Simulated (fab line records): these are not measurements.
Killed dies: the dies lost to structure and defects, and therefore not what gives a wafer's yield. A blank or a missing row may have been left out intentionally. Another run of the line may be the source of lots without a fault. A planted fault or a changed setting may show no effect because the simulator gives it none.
Commonality check across tools    flow gf180mcu    14 lots and 42 wafers in the sample

== THE REASON FOR OPENING IT ==
Of 14 lots, 2 have the reading HV_LDD_RS flagged at GF_HV_LDD_RS_MEAS_53. Fault-free wafers read 418.2 ohm/sq, with a standard deviation of 1.1.
Rule: flag the lot when none of its wafers has a number, or when each of its wafers that has one lies beyond 4 standard deviations from that mean. All remaining lots are regarded as sound.

lot   measured      on             HV_LDD_RS (ohm/sq), wafer by wafer  flag
L612  day 12 14:10  film metro-04  416.7 417.6 418.2                   
L613  day 13 04:56  film metro-03  418.6 419.5 418.8                   
L614  day 13 08:13  film metro-03  418.2 416.9 417.8                   
L615  day 13 12:44  film metro-04  418.2 418.8 418.0                   
L623  day 16 04:04  film metro-03  372.9 373.6 373.0                   FLAGGED
L624  day 16 08:49  film metro-03  373.5 373.6 373.4                   FLAGGED
L626  day 17 02:52  film metro-02  419.5 419.3 419.5                   
L627  day 17 08:17  film metro-04  417.4 417.6 417.8                   
L629  day 18 03:41  film metro-02  420.4 420.1 419.6                   
L631  day 18 18:31  film metro-03  418.7 419.9 418.6                   
L632  day 18 23:51  film metro-04  416.3 416.9 417.1                   
L633  day 19 11:24  film metro-02  420.0 418.9 418.6                   
L634  day 19 16:58  film metro-04  417.9 417.7 417.6                   
L635  day 19 22:13  film metro-04  416.5 415.7 417.4                   
The numbers of the flagged lots are 373.3 ohm/sq on average: -44.9 ohm/sq against the usual, or -41 standard deviations.

== WHICH TOOL RAN EACH LOT ==
2 process steps preceding the reading are held in the record, out of 602 steps in the route. Read each cell as the tool, then ch plus the chambers that the sampled wafers visited, then the start.
lot   flag     GF_HV_LDD_IMPLANT_34             GF_HV_LDD_RTA_52
L612           implanter-02 ch 0, day 11 18:03  rtp anneal-01 ch 0, day 12 14:06
L613           implanter-04 ch 0, day 12 08:31  rtp anneal-02 ch 0, day 13 04:48
L614           implanter-04 ch 0, day 12 11:23  rtp anneal-02 ch 0, day 13 08:05
L615           implanter-02 ch 0, day 12 16:10  rtp anneal-02 ch 0, day 13 12:37
L623  FLAGGED  implanter-02 ch 0, day 15 05:09  rtp anneal-02 ch 0, day 16 03:58
L624  FLAGGED  implanter-02 ch 0, day 15 10:02  rtp anneal-01 ch 0, day 16 08:46
L626           implanter-04 ch 0, day 16 03:35  rtp anneal-01 ch 0, day 17 02:49
L627           implanter-01 ch 0, day 16 08:22  rtp anneal-02 ch 0, day 17 08:13
L629           implanter-04 ch 0, day 17 03:17  rtp anneal-02 ch 0, day 18 03:33
L631           implanter-01 ch 0, day 17 17:29  rtp anneal-02 ch 0, day 18 18:23
L632           implanter-01 ch 0, day 17 22:50  rtp anneal-01 ch 0, day 18 23:47
L633           implanter-04 ch 0, day 18 09:52  rtp anneal-02 ch 0, day 19 11:19
L634           implanter-04 ch 0, day 18 15:52  rtp anneal-02 ch 0, day 19 16:53
L635           implanter-02 ch 0, day 18 20:31  rtp anneal-01 ch 0, day 19 22:08
What the steps here do:
- GF_HV_LDD_IMPLANT_34
- GF_HV_LDD_RTA_52: time 10 s.
- GF_HV_LDD_RS_MEAS_53: measures by four-point-probe.

== FLAGGED AGAINST TOTAL, ONE TOOL AT A TIME (gauges that did the reading follow at the end) ==
step                  tool           lots run  flagged  share of the flagged lots  sound lots run after its first flagged lot
GF_HV_LDD_IMPLANT_34  implanter-01   3         0        none                       -
GF_HV_LDD_IMPLANT_34  implanter-02   5         2        all                        1 (L635)
GF_HV_LDD_IMPLANT_34  implanter-04   6         0        none                       -
GF_HV_LDD_RTA_52      rtp anneal-01  5         1        some                       3 (L626,L632,L635)
GF_HV_LDD_RTA_52      rtp anneal-02  9         1        some                       5 (L627,L629,L631,L633,L634)
GF_HV_LDD_RS_MEAS_53  film metro-02  3         0        none                       -
GF_HV_LDD_RS_MEAS_53  film metro-03  5         2        all                        1 (L631)
GF_HV_LDD_RS_MEAS_53  film metro-04  6         0        none                       -

== WHAT THE TABLE PERMITS ==
In 2 table rows, all flagged lots were run: implanter-02 (GF_HV_LDD_IMPLANT_34), film metro-03 (GF_HV_LDD_RS_MEAS_53).
- implanter-02 at GF_HV_LDD_IMPLANT_34 ran 5 lots, 2 of them flagged. Sound lots followed the first flagged one (L635) on it, something a lasting fault affecting the whole tool could not allow. Its own readings lie more than 4 standard deviations out on every wafer of the flagged lots: tilt deg.
- film metro-03 at GF_HV_LDD_RS_MEAS_53 ran 5 lots, 2 of them flagged. Sound lots followed the first flagged one (L631) on it, something a lasting fault affecting the whole tool could not allow.
There is no row in the table that ran each flagged lot and no sound lot after the first.

== WHAT HAD BEEN PUT IN BY THE SIMULATOR ==
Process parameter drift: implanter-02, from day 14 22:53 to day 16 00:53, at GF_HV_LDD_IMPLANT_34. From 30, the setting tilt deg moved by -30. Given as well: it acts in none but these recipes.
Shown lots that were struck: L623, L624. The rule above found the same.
